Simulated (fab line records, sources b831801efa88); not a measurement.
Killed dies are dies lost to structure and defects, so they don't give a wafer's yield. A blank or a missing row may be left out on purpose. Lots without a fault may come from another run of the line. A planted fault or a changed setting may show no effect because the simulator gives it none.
A struck lot beside a sound one | flow sky130 | 20 steps out of a route of 708
Sound: wafers L626.2, L626.4, L626.6. Struck: wafers L629.1, L629.2, L629.3. The cause comes at the end.
At each step with rows: each side's tool, then ch and its chambers, then its first start. Under that, the readings that differ: sound wafers | struck wafers | difference of the means | sigmas: that difference in standard deviations of wafers without a fault.
alike: readings whose means differ by less than 2 such deviations, and words and numbers that are the same on both sides. not compared: withheld readings, readings that some wafer has no value for, bounds like >300 that may hide the same value, and numbers for which the record gives no deviation and whose values overlap.
The two part at a step that has a row with sigmas, a row that says differs or no value, or rows on one side only. Numbers that don't overlap but have no deviation are shown without sigmas and don't part them. A reading that every wafer of one side lacks parts them only if that side has two wafers or more.

first, 2 steps without rows for these wafers: SKY_NWELL_PEB_08; SKY_NWELL_DEVELOP_09 (develop time 60 s).
SKY_NWELL_OVL_MEAS_10:
  sound on overlay-01, day 4 20:47; struck on overlay-01, day 5 06:25
  alike: NWELL_00_OVL
then, 3 steps without rows for these wafers: SKY_NWELL_IMPLANT_11; SKY_NWELL_IMPLANT_12; SKY_NWELL_IMPLANT_13.
SKY_NWELL_STRIP_14: strips in O2/N2.
  sound on plasma_asher-04 ch 0,1, day 4 21:16; struck on plasma_asher-03 ch 0,1, day 5 06:55
  alike: drypump_motor_current_A, o2_flow_sccm, oes_product_au, strip_time_to_endpoint_s
  not compared: rf_hours_counter_h
SKY_NWELL_TW_MEAS_15:
  sound on film_metro-04, day 4 21:22; struck on film_metro-03, day 5 07:01
  alike: NWELL_TW
then, 4 steps without rows for these wafers: SKY_NWELL_DEHYDRATE_16 (time 60 s); SKY_NWELL_HMDS_17 (prime time 60 s); SKY_NWELL_COAT_18 (resist thk 3000 nm); SKY_NWELL_SOFTBAKE_19.
SKY_NWELL_EXPOSE_20: exposes mask NWM COMPLEMENT, target cd 840 nm.
  sound on iline_stepper-02 ch 0, day 5 06:05; struck on iline_stepper-02 ch 0, day 5 15:31
  reading | sound                                              | struck                  | difference | sigmas
  mask    | NWM_COMPLEMENT#0 NWM_COMPLEMENT#0 NWM_COMPLEMENT#0 | HVTPM#0 HVTPM#0 HVTPM#0 | differs    |
then, 2 steps without rows for these wafers: SKY_NWELL_PEB_21; SKY_NWELL_DEVELOP_22 (develop time 60 s).
SKY_NWELL_OVL_MEAS_23:
  sound on overlay-02, day 5 14:43; struck on overlay-01, day 6 01:07
  reading           | sound       | struck | difference                    | sigmas
  NWELL_01_OVL (nm) | 1.5 0.0 0.1 | - - -  | no value on the struck wafers |
then, 1 step without rows for these wafers: SKY_NWELL_IMPLANT_24.
SKY_NWELL_STRIP_25: strips in O2/N2.
  sound on plasma_asher-03 ch 0,1, day 5 14:54; struck on plasma_asher-04 ch 0,1, day 6 01:18
  alike: drypump_motor_current_A, o2_flow_sccm, oes_product_au, strip_time_to_endpoint_s
  not compared: rf_hours_counter_h
SKY_NWELL_TW_MEAS_26:
  sound on film_metro-03, day 5 15:01; struck on film_metro-04, day 6 01:24
  reading    | sound       | struck   | difference | sigmas
  NWELL_2_TW | 489 486 485 | 30 30 30 | -457       | -99 or more
then, 1 step without rows for these wafers: SKY_NWELL_CLEAN_27 (cleans in SC1/SC2, time 150 s).

WHERE THEY PART
First at SKY_NWELL_EXPOSE_20; last, within this record, at SKY_NWELL_TW_MEAS_26.

WHY: what the simulator had put in
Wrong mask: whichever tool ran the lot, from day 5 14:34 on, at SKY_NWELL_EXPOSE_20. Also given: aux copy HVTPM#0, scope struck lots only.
